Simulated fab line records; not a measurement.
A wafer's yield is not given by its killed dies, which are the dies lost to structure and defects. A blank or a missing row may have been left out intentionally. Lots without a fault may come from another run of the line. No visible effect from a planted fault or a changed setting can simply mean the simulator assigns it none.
Which tool is to blame?	flow sky130	at 1 step of a route of 708, 14 lots with 42 wafers sampled

## WHAT THE GAUGES READ, wafer by wafer
Not one reading of a measure or inspect step in the record can be checked against a usual standard deviation.

## WHAT TOOL EACH LOT RAN ON (gives the tool, then ch and the chambers of the sampled wafers, and finally the start)
lot	SKY_PASSIVATION_DEVELOP_10
L506	litho_track-02 ch 0, day 44 19:00
L507	litho_track-03 ch 0, day 45 08:00
L509	litho_track-04 ch 0, day 45 20:00
L513	litho_track-03 ch 0, day 46 13:00
L512	litho_track-02 ch 0, day 46 17:00
L515	litho_track-03 ch 0, day 47 08:00
L516	litho_track-03 ch 0, day 47 15:00
L517	litho_track-03 ch 0, day 48 14:00
L520	litho_track-03, day 48 17:00
L519	litho_track-03, day 48 19:00
L523	litho_track-04 ch 0, day 49 00:00
L526	litho_track-04 ch 0, day 49 21:00
L528	litho_track-02 ch 0, day 50 04:00
L529	litho_track-03 ch 0, day 50 09:00
- SKY_PASSIVATION_DEVELOP_10: develop time 60 s.

## AS READ BY THE TOOLS THEMSELVES (means over the sampled wafers that have a number; for cases with no such wafer, the mark the record gives instead)
SKY_PASSIVATION_DEVELOP_10. Usual: chill_plate_temp_C 23.06 C, standard deviation 0.1.
lot	tool	chill_plate_temp_C (C)	flag
L506	litho_track-02	22.95	
L507	litho_track-03	23.03	
L509	litho_track-04	23.09	
L513	litho_track-03	23.04	
L512	litho_track-02	23.13	
L515	litho_track-03	23.18	
L516	litho_track-03	23.02	
L517	litho_track-03	23.14	
L520	litho_track-03	-	OFF
L519	litho_track-03	-	OFF
L523	litho_track-04	22.91	
L526	litho_track-04	22.99	
L528	litho_track-02	22.96	
L529	litho_track-03	23.01	

## THE ANSWER, worked out from the rows above alone
Rule: a lot counts as off when the mean over its wafers that have a number is more than 3 standard deviations away from the usual mean. Also off: a lot with no number at a reading for which 4 or more lots have one. The other lots that the step has rows for count as sound. First the gauges in route order, then the tools' own readings, where a lot's mean is used as printed above. The first step at which some lot is off is used, and at that step the reading that is off furthest; a lot without a number counts as furthest.
Off: L520, L519 (SKY_PASSIVATION_DEVELOP_10, chill_plate_temp_C). Without a number there: L520, L519.
If a tool, at that step or one of the process steps before it, ran each lot that is off and ran no sound lot following the first of them, it fits. Of those tried, none fits.

## WHAT WAS PUT IN BY THE SIMULATOR
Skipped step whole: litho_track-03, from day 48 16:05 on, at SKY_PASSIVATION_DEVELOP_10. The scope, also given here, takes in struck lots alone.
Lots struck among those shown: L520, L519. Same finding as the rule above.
